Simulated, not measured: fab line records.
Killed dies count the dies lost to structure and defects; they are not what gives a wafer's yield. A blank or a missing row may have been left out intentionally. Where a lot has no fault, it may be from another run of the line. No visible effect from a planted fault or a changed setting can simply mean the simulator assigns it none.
Which of the tools did it? / flow sky130 / 72 wafers from 24 lots sampled at 5 of the route's 708 steps

WHAT EACH GAUGE READ, for each wafer
SKY_LI_CONTACT_THK_MEAS_23: measures by xrf.
lot=L074; measured=day 29 05:59; on=filmMetro-01; LI_CONTACT_W_THK (nm)=437 424 434
lot=L075; measured=day 30 04:52; on=filmMetro-02; LI_CONTACT_W_THK (nm)=422 415 416
lot=L076; measured=day 30 09:31; on=filmMetro-04; LI_CONTACT_W_THK (nm)=435 430 429
lot=L077; measured=day 30 12:31; on=filmMetro-01; LI_CONTACT_W_THK (nm)=427 424 432
lot=L078; measured=day 30 21:50; on=filmMetro-01; LI_CONTACT_W_THK (nm)=430 435 436
lot=L079; measured=day 31 08:29; on=filmMetro-02; LI_CONTACT_W_THK (nm)=422 419 420
lot=L080; measured=day 31 11:14; on=filmMetro-02; LI_CONTACT_W_THK (nm)=432 431 431
lot=L081; measured=day 31 22:35; on=filmMetro-04; LI_CONTACT_W_THK (nm)=426 416 421
lot=L082; measured=day 32 11:09; on=filmMetro-04; LI_CONTACT_W_THK (nm)=419 422 429
lot=L083; measured=day 32 12:08; on=filmMetro-01; LI_CONTACT_W_THK (nm)=430 426 417
lot=L084; measured=day 32 21:17; on=filmMetro-02; LI_CONTACT_W_THK (nm)=432 440 427
lot=L085; measured=day 33 06:44; on=filmMetro-01; LI_CONTACT_W_THK (nm)=427 424 422
lot=L086; measured=day 33 14:35; on=filmMetro-01; LI_CONTACT_W_THK (nm)=428 424 425
lot=L087; measured=day 33 19:12; on=filmMetro-02; LI_CONTACT_W_THK (nm)=435 431 430
lot=L088; measured=day 34 03:11; on=filmMetro-04; LI_CONTACT_W_THK (nm)=429 422 433
lot=L089; measured=day 34 15:28; on=filmMetro-02; LI_CONTACT_W_THK (nm)=428 428 424
lot=L090; measured=day 34 19:27; on=filmMetro-01; LI_CONTACT_W_THK (nm)=438 427 440
lot=L091; measured=day 35 00:49; on=filmMetro-01; LI_CONTACT_W_THK (nm)=436 429 437
lot=L092; measured=day 35 05:55; on=filmMetro-04; LI_CONTACT_W_THK (nm)=425 437 436
lot=L093; measured=day 35 10:02; on=filmMetro-01; LI_CONTACT_W_THK (nm)=419 429 433
lot=L094; measured=day 35 16:47; on=filmMetro-04; LI_CONTACT_W_THK (nm)=430 419 422
lot=L095; measured=day 36 00:11; on=filmMetro-01; LI_CONTACT_W_THK (nm)=426 429 425
lot=L096; measured=day 36 04:54; on=filmMetro-02; LI_CONTACT_W_THK (nm)=429 423 425
lot=L097; measured=day 36 13:39; on=filmMetro-02; LI_CONTACT_W_THK (nm)=427 432 428

SKY_CONTACT_BOW_MEAS_05.
lot=L074; measured=day 30 12:21; on=filmMetro-03; CONTACT_BOW (um)=77 90 69
lot=L075; measured=day 31 09:38; on=filmMetro-03; CONTACT_BOW (um)=80 77 77
lot=L076; measured=day 31 15:15; on=filmMetro-01; CONTACT_BOW (um)=71 88 91
lot=L077; measured=day 31 18:12; on=filmMetro-03; CONTACT_BOW (um)=83 83 79
lot=L078; measured=day 32 02:39; on=filmMetro-01; CONTACT_BOW (um)=78 85 74
lot=L079; measured=day 32 12:55; on=filmMetro-03; CONTACT_BOW (um)=92 83 88
lot=L080; measured=day 32 15:57; on=filmMetro-03; CONTACT_BOW (um)=90 92 74
lot=L081; measured=day 33 02:56; on=filmMetro-03; CONTACT_BOW (um)=90 81 74
lot=L082; measured=day 33 15:40; on=filmMetro-03; CONTACT_BOW (um)=75 89 65
lot=L083; measured=day 33 16:49; on=filmMetro-01; CONTACT_BOW (um)=80 84 75
lot=L084; measured=day 34 01:19; on=filmMetro-03; CONTACT_BOW (um)=81 94 87
lot=L085; measured=day 34 11:01; on=filmMetro-04; CONTACT_BOW (um)=81 90 78
lot=L086; measured=day 34 18:43; on=filmMetro-03; CONTACT_BOW (um)=73 70 81
lot=L087; measured=day 34 23:26; on=filmMetro-01; CONTACT_BOW (um)=79 87 81
lot=L088; measured=day 35 07:27; on=filmMetro-03; CONTACT_BOW (um)=78 76 75
lot=L089; measured=day 35 19:57; on=filmMetro-03; CONTACT_BOW (um)=89 83 67
lot=L090; measured=day 35 23:41; on=filmMetro-03; CONTACT_BOW (um)=84 85 73
lot=L091; measured=day 36 04:19; on=filmMetro-03; CONTACT_BOW (um)=83 77 79
lot=L092; measured=day 36 09:38; on=filmMetro-04; CONTACT_BOW (um)=86 82 88
lot=L093; measured=day 36 13:32; on=filmMetro-03; CONTACT_BOW (um)=90 82 88
lot=L094; measured=day 36 20:45; on=filmMetro-01; CONTACT_BOW (um)=80 73 85
lot=L095; measured=day 37 03:44; on=filmMetro-03; CONTACT_BOW (um)=93 88 77
lot=L096; measured=day 37 08:08; on=filmMetro-04; CONTACT_BOW (um)=83 75 88
lot=L097; measured=day 37 17:50; on=filmMetro-04; CONTACT_BOW (um)=87 77 77

SKY_METAL1_CD_MEAS_15: target cd 140 nm.
lot=L074; measured=day 32 21:37; on=cdSem-02; cdNm (nm)=140.5 140.9 141.9
lot=L075; measured=day 33 16:31; on=cdSem-02; cdNm (nm)=139.5 141.5 141.1
lot=L076; measured=day 33 23:16; on=cdSem-01; cdNm (nm)=141.4 142.1 143.0
lot=L077; measured=day 34 02:37; on=cdSem-02; cdNm (nm)=139.1 138.9 140.1
lot=L078; measured=day 34 10:22; on=cdSem-02; cdNm (nm)=137.7 140.1 139.8
lot=L079; measured=day 34 20:04; on=cdSem-02; cdNm (nm)=141.7 141.4 141.5
lot=L080; measured=day 34 22:46; on=cdSem-01; cdNm (nm)=143.5 143.9 143.4
lot=L081; measured=day 35 09:49; on=cdSem-02; cdNm (nm)=138.6 139.9 139.0
lot=L082; measured=day 35 22:37; on=cdSem-01; cdNm (nm)=139.1 139.7 140.3
lot=L083; measured=day 35 23:34; on=cdSem-02; cdNm (nm)=141.7 140.7 140.6
lot=L084; measured=day 36 07:13; on=cdSem-01; cdNm (nm)=142.4 140.8 140.8
lot=L085; measured=day 36 16:22; on=cdSem-02; cdNm (nm)=140.5 139.7 140.2
lot=L086; measured=day 36 22:26; on=cdSem-02; cdNm (nm)=138.5 137.6 139.2
lot=L087; measured=day 37 05:23; on=cdSem-01; cdNm (nm)=139.9 139.4 139.1
lot=L088; measured=day 37 12:19; on=cdSem-01; cdNm (nm)=136.6 140.1 138.1
lot=L089; measured=day 38 00:20; on=cdSem-01; cdNm (nm)=143.8 142.8 142.5
lot=L090; measured=day 38 03:39; on=cdSem-02; cdNm (nm)=140.2 143.0 142.4
lot=L091; measured=day 38 09:08; on=cdSem-02; cdNm (nm)=141.7 141.6 141.6
lot=L092; measured=day 38 14:13; on=cdSem-02; cdNm (nm)=140.5 141.3 141.1
lot=L093; measured=day 38 17:17; on=cdSem-01; cdNm (nm)=139.3 138.4 139.5
lot=L094; measured=day 39 01:19; on=cdSem-01; cdNm (nm)=140.6 140.8 142.4
lot=L095; measured=day 39 06:58; on=cdSem-02; cdNm (nm)=141.9 141.2 142.5
lot=L096; measured=day 39 12:49; on=cdSem-02; cdNm (nm)=142.1 140.9 140.0
lot=L097; measured=day 39 22:24; on=cdSem-02; cdNm (nm)=139.6 141.3 140.6

SKY_METAL1_OVL_MEAS_16.
lot=L074; measured=day 32 21:44; on=overlay-01; METAL1_OVL (nm)=7 8 13
lot=L075; measured=day 33 16:36; on=overlay-02; METAL1_OVL (nm)=1 -4 2
lot=L076; measured=day 33 23:23; on=overlay-02; METAL1_OVL (nm)=4 4 5
lot=L077; measured=day 34 02:42; on=overlay-01; METAL1_OVL (nm)=2 7 6
lot=L078; measured=day 34 10:29; on=overlay-02; METAL1_OVL (nm)=2 -2 5
lot=L079; measured=day 34 20:11; on=overlay-02; METAL1_OVL (nm)=0 5 0
lot=L080; measured=day 34 22:53; on=overlay-01; METAL1_OVL (nm)=-1 -1 -2
lot=L081; measured=day 35 09:56; on=overlay-01; METAL1_OVL (nm)=7 5 8
lot=L082; measured=day 35 22:44; on=overlay-01; METAL1_OVL (nm)=5 6 4
lot=L083; measured=day 35 23:41; on=overlay-02; METAL1_OVL (nm)=3 5 3
lot=L084; measured=day 36 07:20; on=overlay-01; METAL1_OVL (nm)=-5 -3 -6
lot=L085; measured=day 36 16:29; on=overlay-02; METAL1_OVL (nm)=4 -1 6
lot=L086; measured=day 36 22:32; on=overlay-01; METAL1_OVL (nm)=5 1 2
lot=L087; measured=day 37 05:29; on=overlay-02; METAL1_OVL (nm)=0 -4 7
lot=L088; measured=day 37 12:26; on=overlay-02; METAL1_OVL (nm)=11 7 8
lot=L089; measured=day 38 00:26; on=overlay-01; METAL1_OVL (nm)=1 5 3
lot=L090; measured=day 38 03:44; on=overlay-01; METAL1_OVL (nm)=3 5 2
lot=L091; measured=day 38 09:14; on=overlay-01; METAL1_OVL (nm)=-1 -3 -3
lot=L092; measured=day 38 14:20; on=overlay-01; METAL1_OVL (nm)=10 4 5
lot=L093; measured=day 38 17:23; on=overlay-02; METAL1_OVL (nm)=0 6 2
lot=L094; measured=day 39 01:26; on=overlay-01; METAL1_OVL (nm)=-1 1 -3
lot=L095; measured=day 39 07:05; on=overlay-01; METAL1_OVL (nm)=-4 1 -3
lot=L096; measured=day 39 12:54; on=overlay-01; METAL1_OVL (nm)=10 16 15
lot=L097; measured=day 39 22:29; on=overlay-02; METAL1_OVL (nm)=4 5 5

TOOL THAT RAN EACH LOT (tool first, then ch and the chambers of the sampled wafers, then the start)
lot=L074; SKY_CONTACT_ETCH_16=rieDiel-04 ch 1,2, day 31 15:59
lot=L075; SKY_CONTACT_ETCH_16=rieDiel-02 ch 0,3, day 32 12:49
lot=L076; SKY_CONTACT_ETCH_16=rieDiel-01 ch 0,1,3, day 32 19:19
lot=L077; SKY_CONTACT_ETCH_16=rieDiel-02 ch 0,1,3, day 32 22:01
lot=L078; SKY_CONTACT_ETCH_16=rieDiel-04 ch 0,1,2, day 33 05:55
lot=L079; SKY_CONTACT_ETCH_16=rieDiel-01 ch 1,2,3, day 33 15:50
lot=L080; SKY_CONTACT_ETCH_16=rieDiel-02 ch 0,1,3, day 33 19:01
lot=L081; SKY_CONTACT_ETCH_16=rieDiel-04 ch 1,3, day 34 05:50
lot=L082; SKY_CONTACT_ETCH_16=rieDiel-02 ch 1,2,3, day 34 18:44
lot=L083; SKY_CONTACT_ETCH_16=rieDiel-02 ch 0,1, day 34 19:52
lot=L084; SKY_CONTACT_ETCH_16=rieDiel-01 ch 0,2, day 35 03:31
lot=L085; SKY_CONTACT_ETCH_16=rieDiel-04 ch 0,1,2, day 35 13:32
lot=L086; SKY_CONTACT_ETCH_16=rieDiel-01 ch 1,2,3, day 35 20:22
lot=L087; SKY_CONTACT_ETCH_16=rieDiel-02 ch 0,1,3, day 36 02:08
lot=L088; SKY_CONTACT_ETCH_16=rieDiel-01 ch 1,2,3, day 36 09:19
lot=L089; SKY_CONTACT_ETCH_16=rieDiel-04 ch 0,1,2, day 36 21:47
lot=L090; SKY_CONTACT_ETCH_16=rieDiel-02 ch 1,2, day 37 01:17
lot=L091; SKY_CONTACT_ETCH_16=rieDiel-04 ch 0,2,3, day 37 06:13
lot=L092; SKY_CONTACT_ETCH_16=rieDiel-04 ch 0,1,3, day 37 11:28
lot=L093; SKY_CONTACT_ETCH_16=rieDiel-01 ch 0,3, day 37 15:05
lot=L094; SKY_CONTACT_ETCH_16=rieDiel-01 ch 1,2,3, day 37 22:55
lot=L095; SKY_CONTACT_ETCH_16=rieDiel-01 ch 0,1,2, day 38 04:34
lot=L096; SKY_CONTACT_ETCH_16=rieDiel-04 ch 0,2,3, day 38 09:44
lot=L097; SKY_CONTACT_ETCH_16=rieDiel-01 ch 1,3, day 38 19:34
- SKY_CONTACT_ETCH_16: etches BARC in N2/H2, stops on SiO2, time 45.9 s, target depth 60 nm.

AS READ BY THE TOOLS THEMSELVES (means over the sampled wafers that have a number; for cases with no such wafer, the mark the record gives instead)
SKY_CONTACT_ETCH_16.
lot=L074; tool=rieDiel-04; chamberPressureMTorr (mTorr)=30.009; drypumpMotorCurrentA (A)=5.8; oesProductAu (a.u.)=0.854; throttleValvePct (%)=13.230
lot=L075; tool=rieDiel-02; chamberPressureMTorr (mTorr)=30.008; drypumpMotorCurrentA (A)=5.4; oesProductAu (a.u.)=0.852; throttleValvePct (%)=13.220
lot=L076; tool=rieDiel-01; chamberPressureMTorr (mTorr)=30.006; drypumpMotorCurrentA (A)=5.8; oesProductAu (a.u.)=0.854; throttleValvePct (%)=13.227
lot=L077; tool=rieDiel-02; chamberPressureMTorr (mTorr)=30.015; drypumpMotorCurrentA (A)=5.6; oesProductAu (a.u.)=0.855; throttleValvePct (%)=13.219
lot=L078; tool=rieDiel-04; chamberPressureMTorr (mTorr)=30.007; drypumpMotorCurrentA (A)=5.8; oesProductAu (a.u.)=0.854; throttleValvePct (%)=13.225
lot=L079; tool=rieDiel-01; chamberPressureMTorr (mTorr)=30.010; drypumpMotorCurrentA (A)=5.7; oesProductAu (a.u.)=0.862; throttleValvePct (%)=13.222
lot=L080; tool=rieDiel-02; chamberPressureMTorr (mTorr)=29.986; drypumpMotorCurrentA (A)=5.6; oesProductAu (a.u.)=0.850; throttleValvePct (%)=13.218
lot=L081; tool=rieDiel-04; chamberPressureMTorr (mTorr)=30.013; drypumpMotorCurrentA (A)=5.8; oesProductAu (a.u.)=0.858; throttleValvePct (%)=13.227
lot=L082; tool=rieDiel-02; chamberPressureMTorr (mTorr)=29.999; drypumpMotorCurrentA (A)=6.1; oesProductAu (a.u.)=0.856; throttleValvePct (%)=13.223
lot=L083; tool=rieDiel-02; chamberPressureMTorr (mTorr)=29.972; drypumpMotorCurrentA (A)=6.0; oesProductAu (a.u.)=0.854; throttleValvePct (%)=13.218
lot=L084; tool=rieDiel-01; chamberPressureMTorr (mTorr)=30.005; drypumpMotorCurrentA (A)=5.9; oesProductAu (a.u.)=0.856; throttleValvePct (%)=13.231
lot=L085; tool=rieDiel-04; chamberPressureMTorr (mTorr)=29.998; drypumpMotorCurrentA (A)=5.8; oesProductAu (a.u.)=0.861; throttleValvePct (%)=13.229
lot=L086; tool=rieDiel-01; chamberPressureMTorr (mTorr)=30.005; drypumpMotorCurrentA (A)=5.7; oesProductAu (a.u.)=0.858; throttleValvePct (%)=13.221
lot=L087; tool=rieDiel-02; chamberPressureMTorr (mTorr)=29.989; drypumpMotorCurrentA (A)=5.6; oesProductAu (a.u.)=0.855; throttleValvePct (%)=13.233
lot=L088; tool=rieDiel-01; chamberPressureMTorr (mTorr)=29.959; drypumpMotorCurrentA (A)=5.7; oesProductAu (a.u.)=0.854; throttleValvePct (%)=13.226
lot=L089; tool=rieDiel-04; chamberPressureMTorr (mTorr)=29.977; drypumpMotorCurrentA (A)=5.8; oesProductAu (a.u.)=0.853; throttleValvePct (%)=13.226
lot=L090; tool=rieDiel-02; chamberPressureMTorr (mTorr)=30.009; drypumpMotorCurrentA (A)=6.4; oesProductAu (a.u.)=0.855; throttleValvePct (%)=13.226
lot=L091; tool=rieDiel-04; chamberPressureMTorr (mTorr)=30.009; drypumpMotorCurrentA (A)=6.0; oesProductAu (a.u.)=0.852; throttleValvePct (%)=13.223
lot=L092; tool=rieDiel-04; chamberPressureMTorr (mTorr)=30.013; drypumpMotorCurrentA (A)=5.9; oesProductAu (a.u.)=0.855; throttleValvePct (%)=13.226
lot=L093; tool=rieDiel-01; chamberPressureMTorr (mTorr)=29.996; drypumpMotorCurrentA (A)=6.0; oesProductAu (a.u.)=0.851; throttleValvePct (%)=13.225
lot=L094; tool=rieDiel-01; chamberPressureMTorr (mTorr)=30.010; drypumpMotorCurrentA (A)=5.7; oesProductAu (a.u.)=0.853; throttleValvePct (%)=13.224
lot=L095; tool=rieDiel-01; chamberPressureMTorr (mTorr)=30.006; drypumpMotorCurrentA (A)=5.7; oesProductAu (a.u.)=0.856; throttleValvePct (%)=13.229
lot=L096; tool=rieDiel-04; chamberPressureMTorr (mTorr)=29.985; drypumpMotorCurrentA (A)=6.1; oesProductAu (a.u.)=0.856; throttleValvePct (%)=13.213
lot=L097; tool=rieDiel-01; chamberPressureMTorr (mTorr)=29.977; drypumpMotorCurrentA (A)=5.7; oesProductAu (a.u.)=0.856; throttleValvePct (%)=13.227

THE ANSWER, worked out from the rows above alone
Rule: usual is defined by the lots themselves. The widest of any qualifying gaps counts: lots, ordered by their means at a reading, are off when they make up no more than a third of the lots, leave a main group of 4 or more, and stand apart from it by 3 or more times the standard deviation of that group's means. Not used: any main group whose means are identical at the precision the tables above print for the reading. A lot without any number at a reading at which 4 lots or more have one is off too. Any other lot the step has rows for is counted as sound. After the gauges, taken in route order, come the tools' own readings; for these a lot's mean is taken, as printed above. The first step at which some lot is off is used, and at that step the reading that is off furthest; a lot without a number counts as furthest.
None of the lots is off at any reading shown; this tells nothing.

WHAT WAS PUT IN BY THE SIMULATOR
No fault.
